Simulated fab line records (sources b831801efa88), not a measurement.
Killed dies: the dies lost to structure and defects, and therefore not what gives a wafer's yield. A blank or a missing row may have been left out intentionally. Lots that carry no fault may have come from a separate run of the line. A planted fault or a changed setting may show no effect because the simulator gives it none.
A lot that was struck, set against a sound lot | flow sky130 | 19 out of 708 route steps
Sound: wafers L345.3, L345.4, L345.5. Struck: wafers L351.1, L351.3, L351.4. The cause is given at the end.
At each step with rows: each side's tool, then ch and its chambers, then its first start. Under that, the readings that differ: sound wafers | struck wafers | difference of the means | sigmas: that difference in standard deviations of wafers without a fault.
alike: same words and numbers on both sides, and readings whose means sit less than 2 such deviations apart. not compared: any withheld reading, any reading some wafer has no value for, any bound like >300 that may hide the same value, and any number with overlapping values for which the record gives no deviation.
The two part at a step that has a row with sigmas, a row that says differs or no value, or rows on one side only. Numbers that have no deviation but don't overlap get no sigmas and don't part them. Lack of a reading on every wafer of one side parts them only where that side has two or more wafers.

first, 4 steps without rows for these wafers: SKY_VT_ADJUST_LVTN_SOFTBAKE_14 (time 60 s); SKY_VT_ADJUST_LVTN_EXPOSE_15 (exposes mask HVN STD DERIVED, target cd 600 nm); SKY_VT_ADJUST_LVTN_PEB_16; SKY_VT_ADJUST_LVTN_DEVELOP_17 (develop time 60 s).
SKY_VT_ADJUST_LVTN_OVL_MEAS_18:
  sound on overlay-02, day 11 00:16; struck on overlay-02, day 13 05:21
  alike: VT_ADJUST_LVTN_01_OVL
next, for these wafers, 1 step has no rows: SKY_VT_ADJUST_LVTN_IMPLANT_19.
SKY_VT_ADJUST_LVTN_STRIP_20: strips in O2/N2.
  sound on plasmaAsher-03 ch 0,1, day 11 00:28; struck on plasmaAsher-03 ch 0,1, day 13 05:32
reading                  | sound             | struck            | difference | sigmas
stripTimeToEndpointS (s) | 14.27 14.26 14.22 | 14.10 14.08 14.10 | -0.16      | -4
  alike: drypumpMotorCurrentA, oesProductAu
  not compared: rfHoursCounterH
SKY_VT_ADJUST_LVTN_TW_MEAS_21:
  sound on filmMetro-04, day 11 00:33; struck on filmMetro-01, day 13 05:38
reading             | sound             | struck            | difference | sigmas
VT_ADJUST_LVTN_2_TW | 185.1 185.3 185.8 | 190.9 191.3 191.5 | +5.8       | +2
then, 4 steps without rows for these wafers: SKY_VT_ADJUST_NCORE_DEHYDRATE_00 (time 60 s); SKY_VT_ADJUST_NCORE_HMDS_01 (prime time 60 s); SKY_VT_ADJUST_NCORE_COAT_02 (resist thk 1140 nm); SKY_VT_ADJUST_NCORE_SOFTBAKE_03 (time 60 s).
SKY_VT_ADJUST_NCORE_EXPOSE_04: exposes mask LVTN COMPLEMENT THIN, target cd 380 nm.
  sound on ilineStepper-02 ch 0, day 11 12:32; struck on ilineStepper-01 ch 0, day 13 18:37
reading                               | sound                   | struck               | difference | sigmas
model.VT_ADJUST_NCORE.overlayXNm (nm) | -0.0238 -0.0238 -0.0238 | -147.7 -147.7 -147.7 | -147.7     | 
  alike: mask
then, 2 steps without rows for these wafers: SKY_VT_ADJUST_NCORE_PEB_05; SKY_VT_ADJUST_NCORE_DEVELOP_06 (develop time 60 s).
SKY_VT_ADJUST_NCORE_CD_MEAS_07 targets a cd of 380 nm.
  sound on cdSem-01, day 12 00:08; struck on cdSem-02, day 14 06:40
  alike: cdNm
SKY_VT_ADJUST_NCORE_OVL_MEAS_08:
  sound on overlay-02, day 12 00:14; struck on overlay-02, day 14 06:47
reading                  | sound         | struck               | difference | sigmas
VT_ADJUST_NCORE_OVL (nm) | 1.2 -2.0 -1.2 | -147.9 -148.1 -148.9 | -147.6     | -99 or more
next, for these wafers, 1 step has no rows: SKY_VT_ADJUST_NCORE_IMPLANT_09.
-- record jumps: 36 days separate the struck wafers' starts on either side; left off in module VT_ADJUST_NCORE, taken up again in module PAD_OPEN, whose first shown step is the route's number 708 --
SKY_PAD_OPEN_PROBE_99:
  sound on prober-01, day 48 19:55; struck on prober-02, day 50 05:00
reading                              | sound                | struck               | difference | sigmas
model.etest.sramNfetPass.driveUaUm   | 487.4 472.9 465.2    | 510.3 524.8 519.8    | +43.1      | 
model.etest.sramNfetPass.offLog10AUm | -12.7 -13.05 -12.81  | -12.5 -12.37 -12.25  | +0.5       | 
model.etest.sramNfetPass.vtSatV (V)  | 0.5547 0.5916 0.5694 | 0.5357 0.5146 0.5307 | -0.0449    | 
model.etest.sramNfetPass.vtV (V)     | 0.6531 0.6902 0.6645 | 0.6423 0.6225 0.6367 | -0.0354    | 
  alike: killed_at_M0_to_M3, killed_at_M4_up, killedAtContacts, killedAtFrontEnd, killedAtOther, killedDies, killedOpen, killedShort

== WHERE THEY PART ==
At SKY_VT_ADJUST_LVTN_STRIP_20 first; at SKY_VT_ADJUST_NCORE_OVL_MEAS_08 last (within this record only). Later steps at which nothing parts them and some readings are alike: SKY_PAD_OPEN_PROBE_99.

WHY: the cause the simulator had injected
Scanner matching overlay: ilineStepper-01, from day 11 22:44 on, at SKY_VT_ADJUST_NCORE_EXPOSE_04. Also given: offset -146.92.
